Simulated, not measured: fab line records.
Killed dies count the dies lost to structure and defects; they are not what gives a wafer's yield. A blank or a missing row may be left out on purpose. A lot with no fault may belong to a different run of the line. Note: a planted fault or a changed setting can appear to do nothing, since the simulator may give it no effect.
fab line records ; flow sky130
record: lots: 14; wafers: 41; last_day: 50
route steps=708 shown METAL4@601
lots that met no fault: from a run of the same line without faults
start_h: hours from the record's first day to the start of the lot's first wafer shown ; wait_h: hours from the lot's prior step to this one ; " unchanged from the row above ; L1.1+2: a single row standing in for several wafers ; - no value, or no start given ; * or withheld: withheld ; < > ~ a bound
route shown NAME@n: a module of which the file shows steps, and the number in the route of the first ; usual: average and standard deviation across the fault-free wafers ; same: alike in all rows ; chamber/n: place in a boat ; sites: readings site by site ; _std_site: standard deviation of those values ; _edge_site: inner sites' mean taken away from outer sites' mean ; radius_mm: how far each site lies from the wafer's centre ; mask NAME#n: copy n ; behind: the most recent tool/chamber to have shaped the wafer ; hold: why the lot was held/for how many hours/how that ended ; device: transistor that didn't switch, given as n, p or np ; end of line: the route-end tests of the same wafers ; a step given without rows: its recipe and nothing more ; killed: the dies lost at the first sort to structure and to defects; this is not the yield of the wafer ; map: a wafer's dies, marking killed ones x, the rest . and places with no die _
set.NAME: setting as actually run; set.NAME@STEP: the setting as run at that earlier step ; model.NAME: the simulator's own value behind a step, which no gauge read
the route's steps for a sample of lots (tables are steps, rows are wafers)
services: when a tool's chamber went out of use (start_h, in hours from the record's first day, below 0 if earlier), for how many hours, and the reason
== steps ==
step: SKY_METAL4_SPUTTER_03
recipe: material: Ti; target_thk_nm: 5; power_w: 3000; time_s: 3.3; chamber_pressure_pa: 0.4
usual: throttle_valve_pct: 30.1/1.2
lot.wafer;tool;chamber;start_h;wait_h;throttle_valve_pct
L165.2;pvd_sputter-04;-;962.05;0.0;28.3
L165.3;pvd_sputter-04;-;962.05;0.0;29.1
L165.4;pvd_sputter-04;-;962.05;0.0;30.4
L166.1;pvd_sputter-03;-;975.18;0.0;29.3
L166.3;pvd_sputter-03;-;975.18;0.0;31.5
L166.5;pvd_sputter-03;-;975.18;0.0;31.2
L167.1;pvd_sputter-04;-;983.92;0.0;29.5
L167.4;pvd_sputter-04;-;983.92;0.0;28.6
L167.6;pvd_sputter-04;-;983.92;0.0;29.0
L168.1;pvd_sputter-04;-;994.27;0.0;28.0
L168.4;pvd_sputter-04;-;994.27;0.0;28.7
L168.6;pvd_sputter-04;-;994.27;0.0;30.6
L171.2;pvd_sputter-03;-;1009.32;0.0;31.5
L171.4;pvd_sputter-03;-;1009.32;0.0;31.6
L171.6;pvd_sputter-03;-;1009.32;0.0;31.6
L174.1;pvd_sputter-03;-;1022.54;0.0;29.4
L174.5;pvd_sputter-03;-;1022.54;0.0;31.3
L174.6;pvd_sputter-03;-;1022.54;0.0;29.0
L175.1;pvd_sputter-03;-;1025.19;0.0;31.5
L175.3;pvd_sputter-03;-;1025.19;0.0;31.7
L175.4;pvd_sputter-03;-;1025.19;0.0;28.8
L177.2;pvd_sputter-02;-;1045.77;0.0;29.9
L177.4;pvd_sputter-02;-;1045.77;0.0;30.0
L177.6;pvd_sputter-02;-;1045.77;0.0;30.0
L178.3;pvd_sputter-02;-;1050.14;0.0;30.0
L178.6;pvd_sputter-02;-;1050.14;0.0;30.1
L180.3;pvd_sputter-02;-;1054.02;0.0;31.3
L180.4;pvd_sputter-02;-;1054.02;0.0;30.6
L180.6;pvd_sputter-02;-;1054.02;0.0;29.7
L179.4;pvd_sputter-03;-;1054.53;0.0;29.2
L179.5;pvd_sputter-03;-;1054.53;0.0;31.4
L179.6;pvd_sputter-03;-;1054.53;0.0;32.2
L183.2;pvd_sputter-02;-;1076.01;0.0;30.5
L183.4;pvd_sputter-02;-;1076.01;0.0;29.8
L183.5;pvd_sputter-02;-;1076.01;0.0;31.0
L184.1;pvd_sputter-04;-;1079.11;0.0;28.8
L184.3;pvd_sputter-04;-;1079.11;0.0;30.1
L184.6;pvd_sputter-04;-;1079.11;0.0;29.0
L182.1;pvd_sputter-03;-;1084.07;0.0;31.7
L182.4;pvd_sputter-03;-;1084.07;0.0;31.9
L182.6;pvd_sputter-03;-;1084.07;0.0;31.5
step: SKY_METAL4_OVL_MEAS_14
usual: METAL4_OVL: -1/5.5
lot.wafer;tool;chamber;start_h;wait_h;METAL4_OVL[nm]
L165.2;overlay-02;-;1008.88;0.1;-2
L165.3;overlay-02;-;1008.88;0.1;-3
L165.4;overlay-02;-;1008.88;0.1;0
L166.1;overlay-01;-;1022.68;0.1;-3
L166.3;overlay-01;-;1022.68;0.1;-11
L166.5;overlay-01;-;1022.68;0.1;-7
L167.1;overlay-02;-;1031.46;0.1;-8
L167.4;overlay-02;-;1031.46;0.1;-5
L167.6;overlay-02;-;1031.46;0.1;-8
L168.1;overlay-01;-;1041.11;0.1;-2
L168.4;overlay-01;-;1041.11;0.1;4
L168.6;overlay-01;-;1041.11;0.1;9
L171.2;overlay-01;-;1054.59;0.1;-1
L171.4;overlay-01;-;1054.59;0.1;-7
L171.6;overlay-01;-;1054.59;0.1;-1
L174.1;overlay-02;-;1068.21;0.1;0
L174.5;overlay-02;-;1068.21;0.1;3
L174.6;overlay-02;-;1068.21;0.1;-2
L175.1;overlay-02;-;1070.96;0.1;9
L175.3;overlay-02;-;1070.96;0.1;10
L175.4;overlay-02;-;1070.96;0.1;11
L177.2;overlay-02;-;1089.53;0.1;-9
L177.4;overlay-02;-;1089.53;0.1;-9
L177.6;overlay-02;-;1089.53;0.1;-10
L178.3;overlay-01;-;1093.50;0.1;-1
L178.6;overlay-01;-;1093.50;0.1;10
L180.3;overlay-02;-;1096.72;0.1;1
L180.4;overlay-02;-;1096.72;0.1;-3
L180.6;overlay-02;-;1096.72;0.1;-1
L179.4;overlay-02;-;1097.08;0.1;-1
L179.5;overlay-02;-;1097.08;0.1;1
L179.6;overlay-02;-;1097.08;0.1;4
L183.2;overlay-02;-;1117.97;0.1;3
L183.4;overlay-02;-;1117.97;0.1;8
L183.5;overlay-02;-;1117.97;0.1;9
L184.1;overlay-01;-;1120.06;0.1;-4
L184.3;overlay-01;-;1120.06;0.1;1
L184.6;overlay-01;-;1120.06;0.1;-7
L182.1;overlay-02;-;1124.38;0.1;11
L182.4;overlay-02;-;1124.38;0.1;9
L182.6;overlay-02;-;1124.38;0.1;4
step: SKY_METAL4_ETCH_16
recipe: chemistry: N2/H2; target: BARC; ion_energy_ev: 200; bias_w: 100; pressure_mtorr: 30; n2_flow_sccm: 100; h2_flow_sccm: 200; icp_w: 500; stop_on: SiO2; time_s: 88.2; target_depth_a: 600
usual: drypump_motor_current_A: 6.0/0.41; h2_flow_sccm: 200.0/0.58; oes_product_au: 0.626/0.0046; throttle_valve_pct: 13.204/0.009
lot.wafer;tool;chamber;start_h;wait_h;drypump_motor_current_A;h2_flow_sccm;oes_product_au;rf_hours_counter_h;throttle_valve_pct
L165.2;rie_metal-04;1;1008.94;0.0;5.9;200.5;0.631;23;13.204
L165.3;rie_metal-04;1;1008.94;0.0;5.9;199.6;0.620;-;13.206
L165.4;rie_metal-04;0;1008.94;0.0;5.4;200.8;0.636;-;13.203
L166.1;rie_metal-04;0;1022.78;0.1;5.3;199.6;0.620;21;13.210
L166.3;rie_metal-04;0;1022.78;0.1;5.3;200.1;0.627;-;13.194
L166.5;rie_metal-04;0;1022.78;0.1;5.4;200.3;0.621;-;13.208
L167.1;rie_metal-01;1;1031.53;0.0;6.5;199.1;0.625;12;13.202
L167.4;rie_metal-01;0;1031.53;0.0;6.4;199.9;0.629;-;13.195
L167.6;rie_metal-01;0;1031.53;0.0;6.4;199.2;0.622;-;13.205
L168.1;rie_metal-01;1;1041.18;0.0;6.5;199.9;0.626;12;13.198
L168.4;rie_metal-01;0;1041.18;0.0;6.4;199.5;0.620;-;13.221
L168.6;rie_metal-01;0;1041.18;0.0;6.4;199.9;0.624;-;13.214
L171.2;rie_metal-04;1;1054.65;0.0;5.9;200.0;0.626;1;13.194
L171.4;rie_metal-04;0;1054.65;0.0;5.4;201.1;0.626;-;13.218
L171.6;rie_metal-04;1;1054.65;0.0;6.0;200.4;0.628;-;13.192
L174.1;rie_metal-04;1;1068.28;0.0;6.0;200.5;0.621;2;13.195
L174.5;rie_metal-04;0;1068.28;0.0;5.3;198.8;0.618;-;13.193
L174.6;rie_metal-04;1;1068.28;0.0;6.0;199.3;0.628;-;13.198
L175.1;rie_metal-04;1;1071.03;0.0;6.0;200.1;0.626;3;13.187
L175.3;rie_metal-04;0;1071.03;0.0;5.3;200.1;0.628;-;13.218
L175.4;rie_metal-04;1;1071.03;0.0;5.9;200.3;0.618;-;13.196
L177.2;rie_metal-03;1;1089.59;0.0;6.4;200.2;0.627;14;13.203
L177.4;rie_metal-03;1;1089.59;0.0;6.4;200.3;0.626;-;13.214
L177.6;rie_metal-03;1;1089.59;0.0;6.4;199.4;0.626;-;13.208
L178.3;rie_metal-01;0;1093.58;0.0;6.4;200.1;0.627;-;13.211
L178.6;rie_metal-01;0;1093.58;0.0;6.3;201.3;0.626;-;13.210
L180.3;rie_metal-01;0;1096.81;0.0;6.4;201.0;0.629;-;13.188
L180.4;rie_metal-01;1;1096.81;0.0;6.5;200.4;0.626;-;13.186
L180.6;rie_metal-01;1;1096.81;0.0;6.5;200.3;0.621;-;13.207
L179.4;rie_metal-04;1;1097.16;0.0;5.9;200.2;0.623;-;13.207
L179.5;rie_metal-04;1;1097.16;0.0;5.9;199.2;0.622;-;13.216
L179.6;rie_metal-04;0;1097.16;0.0;5.4;199.6;0.628;-;13.215
L183.2;rie_metal-03;1;1118.03;0.0;6.3;201.4;0.631;16;13.190
L183.4;rie_metal-03;1;1118.03;0.0;6.3;201.1;0.629;-;13.211
L183.5;rie_metal-03;1;1118.03;0.0;6.3;201.0;0.616;-;13.217
L184.1;rie_metal-04;1;1120.13;0.0;5.9;200.9;0.631;6;13.213
L184.3;rie_metal-04;0;1120.13;0.0;5.4;200.8;0.631;-;13.192
L184.6;rie_metal-04;0;1120.13;0.0;5.3;199.7;0.628;-;13.210
L182.1;rie_metal-01;1;1124.44;0.0;6.5;199.1;0.629;17;13.201
L182.4;rie_metal-01;1;1124.44;0.0;6.5;200.4;0.621;-;13.217
L182.6;rie_metal-01;1;1124.44;0.0;6.5;199.0;0.629;-;13.210
step: SKY_METAL4_METAL_ETCH_18
recipe: target_depth_a: 8450; stop_on: SiO2; over_etch_frac: 0.3; time_s: 183.1; chemistry: Cl2/BCl3; resist_sidewall_deg: 88; pressure_mtorr: 10; icp_w: 900; bias_w: 48.5; Cl2_flow_sccm: 60; bcl3_flow_sccm: 30
usual: drypump_motor_current_A: 6.0/0.39; oes_product_au: 0.866/0.0058; throttle_valve_pct: 22.265/0.0088
lot.wafer;tool;chamber;start_h;wait_h;drypump_motor_current_A;oes_product_au;rf_hours_counter_h;throttle_valve_pct
L165.2;rie_metal-01;1;1009.06;0.0;6.5;0.860;11;22.262
L165.3;rie_metal-01;1;1009.06;0.0;6.5;0.879;-;22.276
L165.4;rie_metal-01;0;1009.06;0.0;6.4;0.867;-;22.255
L166.1;rie_metal-03;0;1023.00;0.0;5.8;0.861;9;22.270
L166.3;rie_metal-03;0;1023.00;0.0;5.8;0.878;-;22.249
L166.5;rie_metal-03;1;1023.00;0.0;6.3;0.866;-;22.265
L167.1;rie_metal-04;0;1031.65;0.0;5.4;0.865;22;22.265
L167.4;rie_metal-04;0;1031.65;0.0;5.4;0.862;-;22.276
L167.6;rie_metal-04;0;1031.65;0.0;5.4;0.860;-;22.275
L168.1;rie_metal-04;0;1041.30;0.0;5.4;0.867;23;22.268
L168.4;rie_metal-04;1;1041.30;0.0;6.0;0.875;-;22.263
L168.6;rie_metal-04;1;1041.30;0.0;6.0;0.873;-;22.266
L171.2;rie_metal-03;1;1054.77;0.0;6.3;0.871;11;22.265
L171.4;rie_metal-03;1;1054.77;0.0;6.3;0.871;-;22.267
L171.6;rie_metal-03;0;1054.77;0.0;5.8;0.865;-;22.258
L174.1;rie_metal-03;1;1068.40;0.0;6.3;0.865;12;22.271
L174.5;rie_metal-03;1;1068.40;0.0;6.3;0.874;-;22.261
L174.6;rie_metal-03;0;1068.40;0.0;5.8;0.863;-;22.259
L175.1;rie_metal-03;1;1071.15;0.0;6.4;0.857;13;22.272
L175.3;rie_metal-03;1;1071.15;0.0;6.3;0.873;-;22.271
L175.4;rie_metal-03;0;1071.15;0.0;5.8;0.857;-;22.263
L177.2;rie_metal-01;1;1089.71;0.0;6.5;0.869;14;22.279
L177.4;rie_metal-01;0;1089.71;0.0;6.3;0.868;-;22.266
L177.6;rie_metal-01;1;1089.71;0.0;6.5;0.863;-;22.270
L178.3;rie_metal-04;0;1093.73;0.1;5.4;0.864;-;22.274
L178.6;rie_metal-04;1;1093.73;0.1;6.0;0.867;-;22.266
L180.3;rie_metal-03;1;1096.96;0.1;6.3;0.866;-;22.267
L180.4;rie_metal-03;0;1096.96;0.1;5.8;0.869;-;22.267
L180.6;rie_metal-03;0;1096.96;0.1;5.8;0.868;-;22.266
L179.4;rie_metal-01;1;1097.31;0.1;6.5;0.861;-;22.268
L179.5;rie_metal-01;0;1097.31;0.1;6.3;0.873;-;22.276
L179.6;rie_metal-01;1;1097.31;0.1;6.5;0.866;-;22.260
L183.2;rie_metal-04;1;1118.15;0.0;5.9;0.871;6;22.258
L183.4;rie_metal-04;0;1118.15;0.0;5.4;0.862;-;22.256
L183.5;rie_metal-04;0;1118.15;0.0;5.4;0.869;-;22.263
L184.1;rie_metal-01;0;1120.25;0.0;6.4;0.859;23;22.258
L184.3;rie_metal-01;0;1120.25;0.0;6.4;0.867;-;22.267
L184.6;rie_metal-01;1;1120.25;0.0;6.5;0.872;-;22.259
L182.1;rie_metal-03;1;1124.56;0.0;6.3;0.855;16;22.259
L182.4;rie_metal-03;0;1124.56;0.0;5.8;0.869;-;22.264
L182.6;rie_metal-03;1;1124.56;0.0;6.3;0.854;-;22.268
step: SKY_METAL4_STRIP_19
recipe: chemistry: O2/N2; power_w: 1400; pressure_mtorr: 1500; platen_temp_c: withheld; o2_flow_sccm: 3000; n2_flow_sccm: 300; overash_fraction: 0.5
usual: drypump_motor_current_A: 5.8/0.31; o2_flow_sccm: 2999/9.8; oes_product_au: 0.501/0.0055; strip_time_to_endpoint_s: 6.53/0.076
lot.wafer;tool;chamber;start_h;wait_h;drypump_motor_current_A;o2_flow_sccm;oes_product_au;rf_hours_counter_h;strip_time_to_endpoint_s
L165.2;plasma_asher-04;1;1009.24;0.1;6.5;3004;0.494;86;6.39
L165.3;plasma_asher-04;0;1009.24;0.1;5.9;2981;0.499;-;6.43
L165.4;plasma_asher-04;1;1009.24;0.1;6.5;3007;0.508;-;6.61
L166.1;plasma_asher-03;0;1023.18;0.1;5.5;3002;0.501;123;6.52
L166.3;plasma_asher-03;1;1023.18;0.1;5.6;3009;0.501;-;6.53
L166.5;plasma_asher-03;0;1023.18;0.1;5.5;3012;0.492;-;6.53
L167.1;plasma_asher-01;1;1032.00;0.3;5.7;2987;0.536;28;7.33
L167.4;plasma_asher-01;1;1032.00;0.3;5.7;2994;0.536;-;7.36
L167.6;plasma_asher-01;0;1032.00;0.3;5.9;3000;0.530;-;7.29
L168.1;plasma_asher-03;1;1041.47;0.1;5.6;3008;0.528;126;7.28
L168.4;plasma_asher-03;0;1041.47;0.1;5.5;2996;0.534;-;7.35
L168.6;plasma_asher-03;0;1041.47;0.1;5.5;2994;0.533;-;7.35
L171.2;plasma_asher-03;1;1054.95;0.1;5.6;2993;0.507;127;6.55
L171.4;plasma_asher-03;0;1054.95;0.1;5.5;2996;0.505;-;6.57
L171.6;plasma_asher-03;1;1054.95;0.1;5.6;3006;0.500;-;6.56
L174.1;plasma_asher-03;1;1068.57;0.1;5.6;3002;0.504;0;6.51
L174.5;plasma_asher-03;1;1068.57;0.1;5.6;3011;0.506;-;6.57
L174.6;plasma_asher-03;0;1068.57;0.1;5.5;3018;0.499;-;6.60
L175.1;plasma_asher-01;0;1071.32;0.1;5.9;2996;0.498;30;6.46
L175.3;plasma_asher-01;0;1071.32;0.1;5.9;2998;0.500;-;6.47
L175.4;plasma_asher-01;1;1071.32;0.1;5.7;3014;0.499;-;6.57
L177.2;plasma_asher-04;0;1089.89;0.1;6.0;3016;0.494;93;6.37
L177.4;plasma_asher-04;1;1089.89;0.1;6.4;3014;0.502;-;6.45
L177.6;plasma_asher-04;1;1089.89;0.1;6.4;3005;0.488;-;6.33
L178.3;plasma_asher-01;1;1093.88;0.1;5.7;2996;0.499;-;6.49
L178.6;plasma_asher-01;0;1093.88;0.1;5.9;3006;0.499;-;6.60
L180.3;plasma_asher-04;0;1097.11;0.1;5.9;2992;0.493;-;6.45
L180.4;plasma_asher-04;1;1097.11;0.1;6.4;3006;0.497;-;6.60
L180.6;plasma_asher-04;1;1097.11;0.1;6.4;3000;0.505;-;6.64
L179.4;plasma_asher-03;1;1097.46;0.1;5.5;3009;0.489;-;6.38
L179.5;plasma_asher-03;1;1097.46;0.1;5.5;3011;0.513;-;6.65
L179.6;plasma_asher-03;0;1097.46;0.1;5.5;3001;0.503;-;6.46
L183.2;plasma_asher-01;1;1118.32;0.1;5.7;2983;0.506;35;6.56
L183.4;plasma_asher-01;0;1118.32;0.1;5.9;3001;0.504;-;6.46
L183.5;plasma_asher-01;0;1118.32;0.1;5.9;2993;0.510;-;6.48
L184.1;plasma_asher-01;1;1120.42;0.1;5.7;3007;0.510;35;6.59
L184.3;plasma_asher-01;1;1120.42;0.1;5.7;2995;0.495;-;6.51
L184.6;plasma_asher-01;1;1120.42;0.1;5.7;2994;0.497;-;6.40
L182.1;plasma_asher-01;1;1124.74;0.1;5.7;3005;0.496;35;6.44
L182.4;plasma_asher-01;1;1124.74;0.1;5.7;3001;0.509;-;6.52
L182.6;plasma_asher-01;0;1124.74;0.1;5.9;3012;0.500;-;6.43
== services ==
tool;chamber;start_h;hours;kind
pvd_sputter-02;-;942.61;2.5;repair
rie_metal-01;-;966.71;1.4;pm
plasma_asher-04;-;1012.14;22.7;repair
rie_metal-04;1;1015.41;-;clean
rie_metal-04;1;1015.41;17.4;scheduled_down
rie_metal-04;1;1015.41;17.4;vent_cycle
plasma_asher-01;-;1032.50;28.1;pm
plasma_asher-03;-;1046.26;4.2;repair
rie_metal-03;-;1051.90;0.4;repair
plasma_asher-03;-;1055.25;9.0;pm
plasma_asher-03;0;1055.25;9.0;vent_cycle
plasma_asher-03;1;1055.25;9.0;vent_cycle
rie_metal-01;1;1062.10;17.8;repair
plasma_asher-03;0;1064.25;-;clean
plasma_asher-03;1;1064.25;-;clean
rie_metal-03;-;1074.59;2.8;pm
plasma_asher-04;-;1091.17;0.9;repair
plasma_asher-03;-;1114.93;28.1;pm
== key ==
first_sign: step: SKY_METAL4_STRIP_19; reading: strip_time_to_endpoint_s; direction: up; sigmas: 11; usual: *; struck: *
effect: step: SKY_METAL4_STRIP_19; reading: oes_product_au; direction: up; sigmas: 5.8; usual: 0.501; struck: 0.533
met_at SKY_METAL4_METAL_ETCH_18
struck_lots L167,L168
sort_left_out L168.1,L168.4,L168.6
not_acting_at SKY_METAL4_SPUTTER_03,SKY_METAL4_OVL_MEAS_14,SKY_METAL4_ETCH_16
fault: kind: process_parameter_drift; tool: rie_metal-04; chamber: -; onset_h: 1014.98; steps: SKY_METAL4_METAL_ETCH_18; channel: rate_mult; offset: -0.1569; shape: step; end_h: 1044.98
sort_left_out: the simulated sort isn't trusted on such a fault, so these wafers' sort isn't shown, and their yield isn't known
